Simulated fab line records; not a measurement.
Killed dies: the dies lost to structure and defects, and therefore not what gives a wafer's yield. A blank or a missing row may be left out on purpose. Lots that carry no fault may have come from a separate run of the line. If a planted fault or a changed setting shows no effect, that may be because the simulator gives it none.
Struck lot and sound lot, side by side | flow gf180mcu | 14 out of 602 route steps
Sound: these wafers, L650.2, L650.4, L650.6. Struck: wafer L639.2 (left out: L639.6, a lot-mate that was not struck); the cause follows at the end.
For every step that has rows: the tool of each side, followed by ch and its chambers, followed by its first start. Under that, the readings that differ: sound wafers | struck wafers | difference of the means | sigmas: that difference in standard deviations of wafers without a fault.
alike: same words and numbers on both sides, and readings whose means sit less than 2 such deviations apart. not compared: any withheld reading, any reading some wafer has no value for, any bound like >300 that may hide the same value, and any number with overlapping values for which the record gives no deviation.
Wherever a step has rows on one side only, a row that says differs or no value, or a row with sigmas, the two part there. Numbers that have no deviation but don't overlap get no sigmas and don't part them. A reading that every wafer of one side lacks parts them only if that side has two wafers or more.

first, 3 steps without rows for these wafers: GF_V2_STRIP_18 (strips in O2/N2); GF_V2_STRIP_19 (strips in post etch residue remover, time 1200 s); GF_V2_CLEAN_20 (cleans in DIW).
GF_V2_SPUTTER_21: material Ti, target thk 15 nm, time 80.02 s.
  sound: pvd_sputter-01 at day 27 06:22; struck: pvd_sputter-04 at day 23 18:58
  alike: chamber_pressure_pa, throttle_valve_pct
then, 2 steps without rows for these wafers: GF_V2_SPUTTER_22 (material TiN, target thk 10 nm, time 40 s); GF_V2_CVD_23 (deposits W, target thk 350 nm, time 104.94 s).
GF_V2_RS_MEAS_24: measurement is done with a four-point probe.
  sound: film_metro-01 at day 27 06:36; struck: film_metro-03 at day 23 19:12
  alike: V2_W_RS
GF_V2_THK_MEAS_25: measures by xrf.
  sound: film_metro-01 at day 27 06:43; struck: film_metro-03 at day 23 19:19
  alike: V2_W_THK
GF_V2_CMP_26: polishes, stops on SiO2, t overpolish 15 s, target thk 0 nm.
  sound on cmp-02 ch 0,2,3, day 27 06:46; struck on cmp-02 ch 2, day 23 19:22
  alike: motor_current_A, overpolish_run_s, platen_rpm, slurry_filter_dp_kPa, time_to_endpoint_s
GF_M3_SPUTTER_00: material Ti, target thk 37.5 nm, time 150 s.
  sound: pvd_sputter-04 at day 27 07:04; struck: pvd_sputter-01 at day 23 19:40
  reading                | sound          | struck | difference | sigmas
  throttle_valve_pct (%) | 29.0 29.3 28.1 | 32.0   | +3.2       | +2
  alike: chamber_pressure_pa
GF_M3_SPUTTER_01: material TiN, target thk 30 nm, time 25 s.
  sound: pvd_sputter-04 at day 27 07:10; struck: pvd_sputter-01 at day 23 19:46
  reading                | sound          | struck | difference | sigmas
  throttle_valve_pct (%) | 28.9 29.3 28.2 | 31.6   | +2.8       | +2
  alike: chamber_pressure_pa
GF_M3_SPUTTER_02: material AlCu, target thk 450 nm, time 23.9 s.
  sound: pvd_sputter-04 at day 27 07:11; struck: pvd_sputter-01 at day 23 19:47
  reading                | sound          | struck | difference | sigmas
  throttle_valve_pct (%) | 28.9 28.8 28.1 | 32.0   | +3.4       | +3
  alike: chamber_pressure_pa
GF_M3_SPUTTER_03: material Ti, target thk 10 nm, time 6.7 s.
  sound: pvd_sputter-04 at day 27 07:13; struck: pvd_sputter-01 at day 23 19:49
  reading                               | sound             | struck | difference | sigmas
  throttle_valve_pct (%)                | 28.8 29.0 28.0    | 32.2   | +3.6       | +3
  model.Ti_of_M3_SPUTTER_03.thk_nm (nm) | 10.12 9.952 10.24 | 12.46  | +2.36      |
  alike: chamber_pressure_pa
then, 1 step without rows for these wafers: GF_M3_SPUTTER_04 (material TiN, target thk 50 nm, time 41.7 s).

== WHERE THEY PART ==
First at GF_M3_SPUTTER_00; last, within this record, at GF_M3_SPUTTER_03.

WHY: what the simulator had put in
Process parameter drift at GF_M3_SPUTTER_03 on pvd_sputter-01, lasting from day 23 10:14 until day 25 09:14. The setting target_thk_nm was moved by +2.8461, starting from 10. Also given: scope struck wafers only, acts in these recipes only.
